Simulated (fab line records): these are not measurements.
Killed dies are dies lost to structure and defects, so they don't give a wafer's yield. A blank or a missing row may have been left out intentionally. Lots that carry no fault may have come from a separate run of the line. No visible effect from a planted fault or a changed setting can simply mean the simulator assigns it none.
What tool caused it?    flow sky130    39 wafers from 13 lots sampled at 4 of the route's 708 steps

== WHAT THE GAUGES READ, wafer by wafer ==
SKY_POLY_GATE_THK_MEAS_01. Usual: POLY_GATE_CVD_00_THK typically reads 180.4 nm, with standard deviation 1.7.
lot   measured      on             POLY_GATE_CVD_00_THK (nm)  flag
L259  day 13 16:11  film-metro-01  181.5 181.6 183.0          
L262  day 14 14:38  film-metro-02  183.0 183.5 182.8          
L263  day 15 06:01  film-metro-02  178.3 180.1 179.6          
L264  day 16 01:19  film-metro-01  178.7 176.9 178.9          
L265  day 16 11:54  film-metro-03  178.6 180.8 179.8          
L266  day 16 13:43  film-metro-01  179.7 181.4 179.7          
L272  day 19 02:43  film-metro-02  181.8 181.2 181.1          
L275  day 19 14:54  film-metro-02  181.9 182.9 181.8          
L276  day 19 22:11  film-metro-03  179.9 179.4 179.1          
L277  day 20 21:52  film-metro-03  181.4 180.0 180.2          
L279  day 21 03:08  film-metro-03  180.4 181.6 179.3          
L281  day 21 14:39  film-metro-03  182.0 182.0 182.7          
L282  day 22 03:10  film-metro-01  177.8 177.5 177.4          

SKY_SD_N_CD_MEAS_07: the cd target is 380 nm. Usual: cd-nm reads 380.2 nm (standard deviation 2.6).
lot   measured      on         cd-nm (nm)         flag
L259  day 27 11:49  cd-sem-02  379.1 380.4 378.2  
L262  day 28 13:13  cd-sem-01  381.3 384.7 382.7  
L263  day 29 01:23  cd-sem-02  382.2 386.5 383.2  
L264  day 29 22:05  cd-sem-02  376.8 378.2 380.2  
L272  day 32 16:59  cd-sem-01  380.4 381.1 379.6  
L275  day 33 06:01  cd-sem-02  380.5 382.5 381.2  
L276  day 33 09:55  cd-sem-01  381.8 380.7 385.7  
L277  day 34 06:40  cd-sem-02  381.5 379.6 379.7  
L279  day 34 11:55  cd-sem-02  382.5 380.7 379.1  
L281  day 34 18:58  cd-sem-01  372.0 374.9 372.9  
L282  day 35 08:22  cd-sem-02  377.4 378.3 378.6  

SKY_SD_N_OVL_MEAS_08. Usual: SD_N_OVL typically reads -0.1 nm, with standard deviation 1.3.
lot   measured      on          SD_N_OVL (nm)   flag
L259  day 27 11:56  overlay-02  -2.1 -2.5 -1.1  
L262  day 28 13:20  overlay-01  -0.4 -1.4 -0.7  
L263  day 29 01:29  overlay-01  0.2 2.4 2.3     
L264  day 29 22:11  overlay-01  -0.9 0.0 0.3    
L272  day 32 17:06  overlay-01  -2.4 0.2 -0.3   
L275  day 33 06:08  overlay-01  -1.8 -1.9 -0.6  
L276  day 33 10:02  overlay-02  1.2 1.4 2.7     
L277  day 34 06:47  overlay-01  0.2 -1.9 -1.4   
L279  day 34 12:02  overlay-02  0.2 -2.2 0.1    
L281  day 34 19:05  overlay-02  1.3 0.7 -1.0    
L282  day 35 08:29  overlay-01  0.9 -2.0 -1.4   

== WHAT TOOL EACH LOT RAN ON (gives the tool, then ch and the chambers of the sampled wafers, and finally the start) ==
lot   SKY_SPACER_ETCHBACK_02
L259  rie-diel-01 ch 0,1,2, day 22 12:59
L262  rie-diel-01 ch 0,2,3, day 23 15:26
L263  rie-diel-01 ch 1,2,3, day 24 06:17
L264  rie-diel-01 ch 2,3, day 25 03:18
L265  rie-diel-01 ch 1,2,3, day 25 13:59
L266  rie-diel-03 ch 1,2,3, day 25 17:33
L272  rie-diel-01 ch 2,3, day 28 02:11
L275  rie-diel-03 ch 0,1,3, day 28 16:17
L276  rie-diel-01 ch 0,1,3, day 28 19:53
L277  rie-diel-02 ch 1,3, day 29 17:42
L279  rie-diel-03 ch 0,3, day 29 23:34
L281  rie-diel-03 ch 0,2,3, day 30 06:59
L282  rie-diel-02 ch 0,1,3, day 30 20:33
- SKY_SPACER_ETCHBACK_02: etches Si3N4 in CH3F/O2, stops on SiO2, time 46.7 s, target depth 45 nm.

== AS READ BY THE TOOLS THEMSELVES (means over the sampled wafers that have a number; for cases with no such wafer, the mark the record gives instead) ==
SKY_SPACER_ETCHBACK_02. Usual: O2_flow_sccm 30.00 sccm, standard deviation 0.094; bias-w 80.00 W, standard deviation 0.22; chamber-pressure-mTorr 25.000 mTorr, standard deviation 0.022; drypump-motor-current-A 5.8 A, standard deviation 0.33; oes-product-au 0.855 a.u., standard deviation 0.0058; throttle-valve-pct 10.562 %, standard deviation 0.0088.
lot   tool         O2_flow_sccm (sccm)  bias-w (W)  chamber-pressure-mTorr (mTorr)  drypump-motor-current-A (A)  oes-product-au (a.u.)  throttle-valve-pct (%)  flag
L259  rie-diel-01  29.95                79.91       24.994                          5.9                          0.851                  10.558                  
L262  rie-diel-01  29.96                79.82       25.014                          6.0                          0.859                  10.560                  
L263  rie-diel-01  29.88                80.18       25.006                          6.1                          0.855                  10.570                  
L264  rie-diel-01  29.92                80.01       25.015                          6.2                          0.847                  10.557                  
L265  rie-diel-01  -                    -           -                               -                            -                      -                       OFF
L266  rie-diel-03  -                    -           -                               -                            -                      -                       OFF
L272  rie-diel-01  30.05                80.22       25.016                          6.1                          0.860                  10.563                  
L275  rie-diel-03  30.00                80.06       24.993                          5.9                          0.854                  10.559                  
L276  rie-diel-01  30.03                80.11       24.982                          5.9                          0.855                  10.564                  
L277  rie-diel-02  30.10                80.07       24.990                          5.3                          0.860                  10.557                  
L279  rie-diel-03  29.98                79.91       25.000                          5.7                          0.858                  10.570                  
L281  rie-diel-03  30.01                79.88       24.992                          5.8                          0.850                  10.561                  
L282  rie-diel-02  30.07                80.07       25.005                          5.4                          0.853                  10.568                  

== THE ANSWER, worked out from the rows above alone ==
Rule: take the mean of a lot's wafers that have a number; if it is more than 3 standard deviations from the usual mean, the lot is off. A lot without any number at a reading at which 4 lots or more have one is off too. All remaining lots with rows at the step are treated as sound. The gauges are gone through in route order, then the tools' own readings, and for those a lot's mean is taken as printed above. At the first step where some lot is off, the reading lying furthest off is the one used; lots without a number count as furthest.
Off: L265, L266, at SKY_SPACER_ETCHBACK_02 (O2_flow_sccm). Without a number there: L265, L266.
If a tool, at that step or one of the process steps before it, ran each lot that is off and ran no sound lot following the first of them, it fits. Of those tried, none fits.

== WHAT THE SIMULATOR HAD INSERTED ==
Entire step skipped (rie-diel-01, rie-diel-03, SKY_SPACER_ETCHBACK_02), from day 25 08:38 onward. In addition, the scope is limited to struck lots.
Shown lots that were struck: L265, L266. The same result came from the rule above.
